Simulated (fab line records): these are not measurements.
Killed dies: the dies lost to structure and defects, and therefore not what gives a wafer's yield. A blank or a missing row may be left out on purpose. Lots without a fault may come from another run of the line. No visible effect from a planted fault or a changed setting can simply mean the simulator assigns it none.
What tool caused it? | flow sky130 | 45 wafers from 15 lots sampled at 5 of the route's 708 steps

## WHAT THE GAUGES SHOWED, per wafer
SKY_LDD_HVN_OVL_MEAS_07.
lot  | measured     | on         | LDD_HVN_OVL (nm)
L981 | day 19 18:33 | overlay-02 | 1.0 0.1 0.9
L984 | day 21 04:12 | overlay-02 | 1.2 3.0 3.0
L985 | day 22 10:15 | overlay-02 | -1.7 0.0 -0.9
L986 | day 22 18:06 | overlay-02 | -0.1 2.0 -0.2
L987 | day 22 18:53 | overlay-01 | 2.3 1.2 -1.2
L988 | day 23 00:30 | overlay-02 | 4.7 2.0 2.7
L992 | day 24 14:14 | overlay-01 | 3.2 3.4 2.7
L994 | day 24 23:31 | overlay-01 | 2.2 1.9 1.1
L995 | day 25 04:45 | overlay-02 | 1.3 1.8 1.2
L996 | day 25 17:27 | overlay-01 | 3.2 1.9 1.6
L997 | day 25 19:44 | overlay-01 | 3.4 3.5 1.5
L998 | day 26 09:50 | overlay-01 | 0.4 0.6 3.9
L999 | day 26 12:02 | overlay-02 | 0.2 2.6 0.8
L101 | day 27 06:48 | overlay-01 | 2.2 1.3 0.5
L102 | day 28 05:49 | overlay-01 | 4.4 2.3 4.3

SKY_LDD_HVP_OVL_MEAS_07.
lot  | measured     | on         | LDD_HVP_OVL (nm)
L981 | day 21 02:04 | overlay-01 | 2.3 0.8 1.7
L984 | day 22 10:34 | overlay-01 | 0.8 -0.3 -1.0
L985 | day 23 16:30 | overlay-01 | 2.2 -0.5 0.9
L986 | day 23 23:49 | overlay-02 | -0.6 -3.8 -2.9
L987 | day 24 00:51 | overlay-01 | -0.7 -1.6 0.6
L988 | day 24 07:03 | overlay-01 | 1.0 1.0 1.6
L992 | day 25 20:03 | overlay-01 | 2.5 3.9 2.6
L994 | day 26 05:00 | overlay-01 | 1.5 0.7 1.4
L995 | day 26 10:29 | overlay-02 | 0.5 0.8 0.8
L996 | day 26 22:57 | overlay-02 | 0.6 2.3 -0.5
L997 | day 27 01:14 | overlay-01 | 0.9 -0.6 -1.2
L998 | day 27 14:02 | overlay-01 | 2.6 3.5 3.9
L999 | day 27 16:46 | overlay-02 | 3.1 3.5 3.7
L101 | day 28 10:50 | overlay-02 | 1.8 0.5 -1.4
L102 | day 29 09:54 | overlay-02 | 0.8 1.5 1.4

SKY_LDD_LDN_TW_MEAS_13.
lot  | measured     | on            | LDD_LDN_TW
L981 | day 22 09:46 | film-metro-04 | 1476 1481 1479
L984 | day 23 17:19 | film-metro-03 | 1485 1477 1481
L985 | day 24 23:02 | film-metro-04 | 1460 1465 1460
L986 | day 25 06:40 | film-metro-04 | 1351 1350 1353 1351 1347 1349
L987 | day 25 07:16 | film-metro-01 | 1382 1383 1384 1389 1378 1384
L988 | day 25 13:08 | film-metro-03 | 1369 1361 1364 1365 1368 1360
L992 | day 27 02:14 | film-metro-03 | 1468 1470 1471
L994 | day 27 10:10 | film-metro-04 | 1471 1463 1475
L995 | day 27 16:15 | film-metro-04 | 1463 1472 1464
L996 | day 28 04:05 | film-metro-03 | 1477 1475 1470
L997 | day 28 06:47 | film-metro-04 | 1478 1482 1473
L998 | day 28 19:13 | film-metro-04 | 1486 1478 1482
L999 | day 28 21:58 | film-metro-01 | 1506 1510 1504
L101 | day 29 15:25 | film-metro-04 | 1468 1470 1477
L102 | day 30 14:05 | film-metro-04 | 1476 1466 1479

## TOOL THAT RAN EACH LOT (tool first, then ch and the chambers of the sampled wafers, then the start)
lot  | SKY_LDD_N_STRIP_16                   | SKY_LDD_LDN_IMPLANT_09
L981 | plasma-asher-02 ch 0,1, day 17 06:50 | implanter-01 ch 0, day 22 09:14
L984 | plasma-asher-01 ch 0,1, day 18 14:28 | implanter-03 ch 0, day 23 16:46
L985 | plasma-asher-01 ch 0,1, day 19 21:02 | implanter-03 ch 0, day 24 22:29
L986 | plasma-asher-01 ch 0,1, day 20 04:19 | implanter-03, day 25 06:07
L987 | plasma-asher-02 ch 0,1, day 20 05:35 | implanter-02, day 25 06:43
L988 | plasma-asher-01 ch 0,1, day 20 10:58 | implanter-03, day 25 12:36
L992 | plasma-asher-02 ch 0,1, day 22 02:17 | implanter-01 ch 0, day 27 01:41
L994 | plasma-asher-01 ch 0,1, day 22 12:06 | implanter-03 ch 0, day 27 09:37
L995 | plasma-asher-02 ch 0,1, day 22 17:21 | implanter-03 ch 0, day 27 15:42
L996 | plasma-asher-01 ch 0,1, day 23 05:57 | implanter-02 ch 0, day 28 03:33
L997 | plasma-asher-01 ch 0,1, day 23 07:55 | implanter-01 ch 0, day 28 06:16
L998 | plasma-asher-01 ch 0,1, day 23 22:09 | implanter-03 ch 0, day 28 18:40
L999 | plasma-asher-01 ch 0,1, day 24 01:23 | implanter-01 ch 0, day 28 21:27
L101 | plasma-asher-02 ch 0,1, day 24 21:00 | implanter-02 ch 0, day 29 14:52
L102 | plasma-asher-02 ch 0,1, day 25 20:21 | implanter-03 ch 0, day 30 13:32
- SKY_LDD_N_STRIP_16: strips in O2/N2.
- SKY_LDD_LDN_IMPLANT_09

## AS READ BY THE TOOLS THEMSELVES (means over the sampled wafers that have a number; for cases with no such wafer, the mark the record gives instead)
SKY_LDD_N_STRIP_16.
lot  | tool            | drypump-motor-current-A (A) | oes-product-au (a.u.) | strip-time-to-endpoint-s (s)
L981 | plasma-asher-02 | 6.3                         | 0.408                 | 4.315
L984 | plasma-asher-01 | 5.2                         | 0.401                 | 4.303
L985 | plasma-asher-01 | 5.5                         | 0.407                 | 4.336
L986 | plasma-asher-01 | 5.4                         | 0.408                 | 4.326
L987 | plasma-asher-02 | 6.1                         | 0.406                 | 4.310
L988 | plasma-asher-01 | 5.2                         | 0.406                 | 4.308
L992 | plasma-asher-02 | 6.1                         | 0.408                 | 4.311
L994 | plasma-asher-01 | 5.4                         | 0.408                 | 4.334
L995 | plasma-asher-02 | 6.1                         | 0.404                 | 4.301
L996 | plasma-asher-01 | 5.2                         | 0.407                 | 4.333
L997 | plasma-asher-01 | 5.2                         | 0.407                 | 4.333
L998 | plasma-asher-01 | 5.4                         | 0.412                 | 4.307
L999 | plasma-asher-01 | 5.4                         | 0.407                 | 4.291
L101 | plasma-asher-02 | 6.1                         | 0.408                 | 4.302
L102 | plasma-asher-02 | 6.3                         | 0.409                 | 4.328

SKY_LDD_LDN_IMPLANT_09.
lot  | tool         | beam-energy-keV | beam-on-s (s)
L981 | implanter-01 | 15.005          | 10.16
L984 | implanter-03 | 14.994          | 10.02
L985 | implanter-03 | 15.005          | 9.89
L986 | implanter-03 | -               | -
L987 | implanter-02 | -               | -
L988 | implanter-03 | -               | -
L992 | implanter-01 | 14.993          | 10.26
L994 | implanter-03 | 15.005          | 9.96
L995 | implanter-03 | 15.006          | 9.99
L996 | implanter-02 | 14.998          | 10.03
L997 | implanter-01 | 15.000          | 9.73
L998 | implanter-03 | 15.004          | 9.86
L999 | implanter-01 | 15.004          | 10.03
L101 | implanter-02 | 14.995          | 10.19
L102 | implanter-03 | 14.999          | 10.09

## THE ANSWER, worked out from the rows above alone
Rule: what is usual is taken from the lots themselves. Put in order of their means at a reading, lots are off if they are a third of the lots or fewer, leave a main group of 4 or more, and stand apart from it by a gap of 3 or more times the standard deviation of the main group's means; of several such gaps the widest counts. A main group is skipped when, at the precision printed for the reading in the tables above, its means are all equal. A lot without any number at a reading at which 4 lots or more have one is off too. All remaining lots with rows at the step are treated as sound. First the gauges in route order, then the tools' own readings, where a lot's mean is used as printed above. The first step at which some lot is off is used, and at that step the reading that is off furthest; a lot without a number counts as furthest.
Off: L986, L987, L988, seen at SKY_LDD_LDN_TW_MEAS_13 (LDD_LDN_TW). The main group: mean 1476, standard deviation 11.
A tool fits if, at a process step before that reading, it ran every lot that is off, and no sound lot after the first of them. Not tried: the gauges at SKY_LDD_LDN_TW_MEAS_13; whatever is off there is also off at SKY_LDD_LDN_IMPLANT_09, on other tools, and gauge error can't account for it. Not one of the candidates tried fits.

## WHAT WAS PUT IN BY THE SIMULATOR
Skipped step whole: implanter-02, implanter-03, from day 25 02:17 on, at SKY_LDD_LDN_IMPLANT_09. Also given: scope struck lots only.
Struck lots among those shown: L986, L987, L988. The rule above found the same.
